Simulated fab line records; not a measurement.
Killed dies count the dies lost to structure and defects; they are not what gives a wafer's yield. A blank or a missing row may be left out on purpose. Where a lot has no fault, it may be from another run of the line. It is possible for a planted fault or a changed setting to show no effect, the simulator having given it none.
Split-lot experiment | flow sfq-line | 23 wafers read from 5 lots, route of 325 steps

== THE SPLIT ==
At SFQ_TRILAYER_M6_LITHO_COAT_164 (resist thk 62 nm), the setting resist-thk-nm was moved away from the recipe's 62 nm on 11 of the 23 wafers read, by -3.4% to +6.0%. For the rest of the wafers, this setting stayed at what the recipe calls for.

== FROM THE SPLIT TO THE READING: what the file shows between them, 3 steps ==
- SFQ_TRILAYER_M6_LITHO_COAT_159: resist thk 600 nm
- SFQ_TRILAYER_M6_LITHO_SOFTBAKE_163
- SFQ_TRILAYER_M6_LITHO_DEVELOP_161: time 60 s

== THE READING ==
oes-product-au, in a.u., at SFQ_TRILAYER_M6_BARC_OPEN_METAL_ETCH_206 (etches BARC in O2, target depth 125 nm, time 42.91 s). Fault-free wafers of this fab line usually give 0.682 a.u., standard deviation 0.0042 a.u.

wafer  | tool, chamber at the split | resist-thk-nm as run, nm | against the recipe | oes-product-au, a.u. | against lot-mates on the recipe
L074.1 | litho-track-01, 0          | 62                       | recipe             | 0.679                | -
L074.2 | litho-track-01, 0          | 59.88                    | -3.4%              | 0.672                | -0.005
L074.3 | litho-track-01, 0          | 62                       | recipe             | 0.674                | -
L074.4 | litho-track-01, 0          | 59.88                    | -3.4%              | 0.671                | -0.006
L074.5 | litho-track-01, 0          | 59.88                    | -3.4%              | 0.676                | -0.001
L077.1 | litho-track-02, 0          | 62                       | recipe             | 0.682                | -
L077.4 | litho-track-02, 0          | 62                       | recipe             | 0.689                | -
L077.5 | litho-track-02, 0          | 62                       | recipe             | 0.681                | -
L082.1 | litho-track-04, 0          | 65.7                     | +6.0%              | 0.701                | +0.020
L082.2 | litho-track-04, 0          | 62                       | recipe             | 0.683                | -
L082.3 | litho-track-04, 0          | 62                       | recipe             | 0.683                | -
L082.4 | litho-track-04, 0          | 62                       | recipe             | 0.676                | -
L082.5 | litho-track-04, 0          | 65.7                     | +6.0%              | 0.697                | +0.016
L084.1 | litho-track-02, 0          | 63.93                    | +3.1%              | 0.695                | +0.013
L084.3 | litho-track-02, 0          | 62                       | recipe             | 0.682                | -
L084.4 | litho-track-02, 0          | 63.93                    | +3.1%              | 0.700                | +0.018
L084.5 | litho-track-02, 0          | 62                       | recipe             | 0.682                | -
L084.6 | litho-track-02, 0          | 63.93                    | +3.1%              | 0.696                | +0.014
L085.1 | litho-track-02, 0          | 62                       | recipe             | 0.678                | -
L085.2 | litho-track-02, 0          | 64.64                    | +4.3%              | 0.694                | +0.012
L085.3 | litho-track-02, 0          | 64.64                    | +4.3%              | 0.701                | +0.019
L085.4 | litho-track-02, 0          | 64.64                    | +4.3%              | 0.692                | +0.010
L085.6 | litho-track-02, 0          | 62                       | recipe             | 0.686                | -

THE FIT
A straight line over all 23 wafers: oes-product-au changes by +0.00317 a.u. for each +1% of resist-thk-nm; r = +0.90; the points scatter about the line by 0.0042 a.u.
The same after taking each lot's own level away (the mean of its wafers on the recipe; 23 wafers): +0.00274 a.u. for each +1%; r = +0.88; scatter 0.0041 a.u.
According to that fit, moving resist-thk-nm by its largest amount changes the reading by 0.016 a.u.
The lots' own levels span 0.6765 to 0.6840 a.u., that is 1.8 times the standard deviation above.
So the slope is not independent of the lot-to-lot level: the two fits are not the same.
Check: +0.018 a.u. against its lot-mates is what the line predicts for one of the wafers moved furthest among these (+6.0%) when that wafer is left out of the fit. It came out at +0.0203 a.u. against them.

== ADDITIONAL SPLITS CARRIED BY THESE WAFERS ==
These wafers also went through other splits before the reading. Each is held against what the fit with the lots' levels taken away leaves over:
other split on the same wafers           | wafers away from the commonest value | r with oes-product-au (lot level and that fit taken away)
SFQ_TRILAYER_C5_LITHO_PEB_154 peb-temp-c | 7                                    | -0.07

== THE WHOLE CHAIN: every reading that the file lists as answering this split, in the file's order ==
step                                     | what it does                                         | reading                                                                                    | change (the file's fit)                   | r (the file's)
SFQ_TRILAYER_M6_LITHO_COAT_164           | resist thk 62 nm                                     | BARC_of_TRILAYER_M6_LITHO_COAT_164.thk-nm (the simulator's own value, which no gauge read) | +0.633 nm for each +1% of the setting     | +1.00
SFQ_TRILAYER_M6_BARC_OPEN_METAL_ETCH_206 | etches BARC in O2, target depth 125 nm, time 42.91 s | oes-product-au                                                                             | +0.00299 a.u. for each +1% of the setting | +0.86

== FILE'S OWN FIT ==
oes-product-au changes by +0.00299 a.u. for each +1% of resist-thk-nm, r = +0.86.
